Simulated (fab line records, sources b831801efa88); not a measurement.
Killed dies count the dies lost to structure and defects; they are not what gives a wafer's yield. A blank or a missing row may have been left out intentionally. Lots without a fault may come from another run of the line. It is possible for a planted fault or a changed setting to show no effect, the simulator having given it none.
Lot-split experiment | flow sky130 | 23 wafers read across 5 lots, on a route 708 steps long

THE SPLIT ITSELF
At SKY_VIA3_CVD_21 (deposits W, target thk 390 nm, time 117.31 s), the setting pressure_torr was moved away from the recipe's 40 Torr on 20 of the 23 wafers read, by -13.7% to +6.8%. For the rest of the wafers, this setting stayed at what the recipe calls for.

Split to reading: the file shows no intervening step.

THE READING
VIA3_W_RS in ohm/sq, measured at SKY_VIA3_RS_MEAS_22 by four-point-probe. On this fab line, fault-free wafers typically give 0.296 ohm/sq with a standard deviation of 0.0031 ohm/sq.

wafer  | tool, chamber at the split | pressure_torr as run, Torr | against the recipe | VIA3_W_RS, ohm/sq | against lot-mates on the recipe
L076.1 | cvd_w-02, 1                | 42.72                      | +6.8%              | 0.283             | no lot-mate on the recipe
L076.2 | cvd_w-02, 0                | 42.72                      | +6.8%              | 0.286             | no lot-mate on the recipe
L076.4 | cvd_w-02, 1                | 42.72                      | +6.8%              | 0.286             | no lot-mate on the recipe
L076.5 | cvd_w-02, 1                | 42.72                      | +6.8%              | 0.284             | no lot-mate on the recipe
L076.6 | cvd_w-02, 0                | 42.72                      | +6.8%              | 0.285             | no lot-mate on the recipe
L079.1 | cvd_w-01, 1                | 34.52                      | -13.7%             | 0.317             | no lot-mate on the recipe
L079.3 | cvd_w-01, 0                | 34.52                      | -13.7%             | 0.317             | no lot-mate on the recipe
L079.4 | cvd_w-01, 1                | 34.52                      | -13.7%             | 0.317             | no lot-mate on the recipe
L079.5 | cvd_w-01, 0                | 34.52                      | -13.7%             | 0.318             | no lot-mate on the recipe
L079.6 | cvd_w-01, 1                | 34.52                      | -13.7%             | 0.316             | no lot-mate on the recipe
L080.2 | cvd_w-02, 1                | 36.35                      | -9.1%              | 0.316             | no lot-mate on the recipe
L080.3 | cvd_w-02, 1                | 36.35                      | -9.1%              | 0.312             | no lot-mate on the recipe
L080.4 | cvd_w-02, 1                | 36.35                      | -9.1%              | 0.316             | no lot-mate on the recipe
L080.5 | cvd_w-02, 1                | 36.35                      | -9.1%              | 0.314             | no lot-mate on the recipe
L080.6 | cvd_w-02, 1                | 36.35                      | -9.1%              | 0.314             | no lot-mate on the recipe
L084.3 | cvd_w-01, 0                | 40                         | recipe             | 0.295             | -
L084.4 | cvd_w-01, 1                | 40                         | recipe             | 0.295             | -
L084.6 | cvd_w-01, 1                | 40                         | recipe             | 0.293             | -
L083.1 | cvd_w-02, 0                | 36.59                      | -8.5%              | 0.315             | no lot-mate on the recipe
L083.3 | cvd_w-02, 0                | 36.59                      | -8.5%              | 0.314             | no lot-mate on the recipe
L083.4 | cvd_w-02, 1                | 36.59                      | -8.5%              | 0.312             | no lot-mate on the recipe
L083.5 | cvd_w-02, 1                | 36.59                      | -8.5%              | 0.316             | no lot-mate on the recipe
L083.6 | cvd_w-02, 0                | 36.59                      | -8.5%              | 0.314             | no lot-mate on the recipe

THE FIT
A straight line over all 23 wafers: VIA3_W_RS changes by -0.00172 ohm/sq for each +1% of pressure_torr; r = -0.98; the points scatter about the line by 0.0028 ohm/sq.
Too few moved wafers have a lot-mate on the recipe to fit a line with each lot's own level taken away.

THE WHOLE CHAIN: every reading that the file lists as answering this split, in the file's order
step                | what it does                                 | reading                                                                  | change (the file's fit)              | r (the file's)
SKY_VIA3_CVD_21     | deposits W, target thk 390 nm, time 117.31 s | W_of_VIA3_CVD_21.thk_nm (the simulator's own value, which no gauge read) | +2.17 nm for each +1% of the setting | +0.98
SKY_VIA3_RS_MEAS_22 | measures by four-point-probe                 | VIA3_W_RS                                                                | -0.00171 for each +1% of the setting | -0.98

THE FILE'S OWN FIT
VIA3_W_RS changes by -0.00171 ohm/sq for each +1% of pressure_torr, r = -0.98.
